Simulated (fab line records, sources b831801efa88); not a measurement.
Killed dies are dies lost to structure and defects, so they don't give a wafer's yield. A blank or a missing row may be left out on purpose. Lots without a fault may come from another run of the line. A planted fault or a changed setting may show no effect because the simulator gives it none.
One fault seen from 2 desks | flow gf180mcu | each desk has only its own numbers; what lay behind them comes last

THE TOOL OWNER'S DESK: litho_track-02
The tool's own readings at GF_M1_PEB_12 (peb time 90 s): means of the sampled wafers that have a number, for each lot that ran on this tool. A lot is out of limits, marked OUT, if its mean lies more than 4 standard deviations from the usual mean; the brackets give that distance.
Columns: A = chill_plate_temp_C at GF_M1_PEB_12, usual 23.01 C; B = exhaust_pa at GF_M1_PEB_12, usual 45.1 Pa; C = plate_temp_C at GF_M1_PEB_12, usual 135.01 C; D = resist_line_temp_C at GF_M1_PEB_12, usual 22.99 C
lot  | first seen here | A     | B    | C      | D
L924 | day 16 21:52    | 23.07 | 45.2 | 134.87 | 23.00
L926 | day 17 21:46    | 22.97 | 45.2 | 135.00 | 22.97
L928 | day 18 20:47    | 23.07 | 44.1 | 134.89 | 22.91
L929 | day 19 11:09    | 22.74 | 44.6 | 135.04 | 22.95
L932 | day 20 05:20    | 22.97 | 44.4 | 135.07 | 22.94
L945 | day 24 12:55    | 23.05 | 44.4 | 135.06 | 23.17
This desk's finding: nothing out of limits on any of the 6 lots.

THE METROLOGY DESK
What the gauges read, lot by lot, whatever tool the lot ran on: means of the sampled wafers that have a number. A lot is out of limits, marked OUT, if its mean lies more than 4 standard deviations from the usual mean; the brackets give that distance.
Columns: A = V1_CVD_02_THK at GF_V1_THK_MEAS_03, usual 849 nm
lot  | first seen here | A
L924 | day 16 23:13    | 838
L925 | day 17 20:05    | 854
L926 | day 17 23:09    | 846
L928 | day 18 22:09    | 858
L929 | day 19 12:29    | 843
L932 | day 20 06:42    | 847
L933 | day 20 19:12    | 842
L935 | day 21 10:29    | 863
L939 | day 22 14:48    | 855
L945 | day 24 14:23    | 849
L946 | day 24 21:32    | 861
L947 | day 25 05:17    | 847
This desk's finding: nothing out of limits on any of the 12 lots.

PUT TOGETHER
The tool owner's desk saw nothing out of limits.
The metrology desk saw nothing out of limits.

WHAT THE SIMULATOR HAD PUT IN
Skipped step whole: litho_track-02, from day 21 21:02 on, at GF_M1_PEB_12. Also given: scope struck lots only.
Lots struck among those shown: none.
